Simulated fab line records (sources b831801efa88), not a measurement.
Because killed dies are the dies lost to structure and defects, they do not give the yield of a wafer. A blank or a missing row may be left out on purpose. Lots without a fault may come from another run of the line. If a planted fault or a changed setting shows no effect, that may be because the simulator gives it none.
Which tool was responsible? | flow gf180mcu | 18 wafers from 6 lots sampled at 3 of the route's 602 steps

## WHAT EACH GAUGE READ, for each wafer
GF_NSD_TW_MEAS_12.
lot  | measured     | on            | NSD_TW
L868 | day 14 08:32 | film_metro-04 | 4178 4159 4158
L870 | day 14 08:14 | film_metro-03 | 4186 4193 4196
L872 | day 15 03:17 | film_metro-03 | 4262 4240 4225
L874 | day 15 17:26 | film_metro-03 | 4216 4208 4234
L876 | day 16 09:41 | film_metro-03 | 4198 4189 4198
L878 | day 16 23:52 | film_metro-03 | 4162 4171 4181

## TOOL THAT RAN EACH LOT (tool first, then ch and the chambers of the sampled wafers, then the start)
lot  | GF_STI_COAT_07                   | GF_STI_STRIP_15
L868 | litho_track-03 ch 0, day 2 07:23 | plasma_asher-02 ch 0,1, day 2 12:56
L870 | litho_track-04 ch 0, day 2 14:10 | plasma_asher-02 ch 0,1, day 2 19:41
L872 | litho_track-04 ch 0, day 2 20:22 | plasma_asher-02 ch 0,1, day 3 02:35
L874 | litho_track-04 ch 0, day 3 08:31 | plasma_asher-04 ch 0,1, day 3 15:20
L876 | litho_track-04 ch 0, day 3 16:49 | plasma_asher-02 ch 0,1, day 3 23:20
L878 | litho_track-04 ch 0, day 4 02:58 | plasma_asher-03 ch 0,1, day 4 10:19
- GF_STI_COAT_07: resist thk 700 nm.
- GF_STI_STRIP_15: strips in O2/N2.

## THE ANSWER, worked out from the rows above alone
Rule: usual is defined by the lots themselves. Put in order of their means at a reading, lots are off if they are a third of the lots or fewer, leave a main group of 4 or more, and stand apart from it by a gap of 3 or more times the standard deviation of the main group's means; of several such gaps the widest counts. A main group whose means are all the same, to the digits that the tables above print for the reading, isn't used. Also off: a lot with no number at a reading for which 4 or more lots have one. The other lots that the step has rows for count as sound.
No lot is off on any of the readings shown, so nothing can be concluded from this.

## WHAT THE SIMULATOR PUT IN
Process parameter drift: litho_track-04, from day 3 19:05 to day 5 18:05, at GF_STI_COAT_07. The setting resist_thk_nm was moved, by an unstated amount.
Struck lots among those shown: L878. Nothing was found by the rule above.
